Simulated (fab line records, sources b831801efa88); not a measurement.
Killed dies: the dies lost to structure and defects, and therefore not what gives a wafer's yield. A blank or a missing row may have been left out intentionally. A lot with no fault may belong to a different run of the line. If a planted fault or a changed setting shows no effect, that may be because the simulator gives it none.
Matching of chambers	flow gf180mcu	GF_STI_CMP_25 on cmp-01 has 4 sister chambers
The step polishes, stops on Si3N4, t overpolish 33 s, target thk 524.6 nm. 7 wafers are shown with their chamber, then 7 later ones without.

## EACH WAFER AND ITS CHAMBER
wafer	chamber	motor-current-A (A)	retaining-ring-pressure-frac
L689.5	2	11.7	0.994
L692.1	3	11.5	1.003
L692.3	1	10.8	0.998
L694.1	1	10.8	0.998
L695.3	0	13.0	1.010
L695.4	3	11.9	1.004
L695.5	0	12.5	1.003

## WAFERS WHOSE CHAMBER IS MISSING
wafer	motor-current-A (A)	retaining-ring-pressure-frac
L698.4	12.0	1.001
L698.5	11.5	0.995
L698.6	12.3	1.001
L706.2	11.1	1.004
L706.5	11.7	1.003
L707.2	12.1	1.002
L707.5	11.9	1.002

## WHICH CHAMBER EACH ONE RAN IN
wafer	from the rows above	in truth
L698.4	can't be placed: 3 or 2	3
L698.5	2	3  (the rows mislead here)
L698.6	can't be placed: 3 or 0 or 2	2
L706.2	can't be placed: 3 or 1 or 2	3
L706.5	3	3
L707.2	can't be placed: 3 or 0 or 2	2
L707.5	can't be placed: 3 or 2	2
Correct placement for 1 of the 7. Unplaceable from these rows: 5, with the true chamber sitting among the candidates in 5. Number placed wrongly: 1.
How it was worked out, from the rows above alone: a wafer's distance from a chamber is the root of the sum, over the readings, of the square of ((its reading less the chamber's mean) divided by the reading's scatter). If the next closest chamber is less than 2 further off than the closest, the wafer can't be placed; otherwise it belongs to the closest. For every chamber, the mean is computed from those of its wafers that are shown. The scatter: the root of (the sum of the squares of (reading less its chamber's mean) over the shown wafers, divided by (wafers less chambers)).
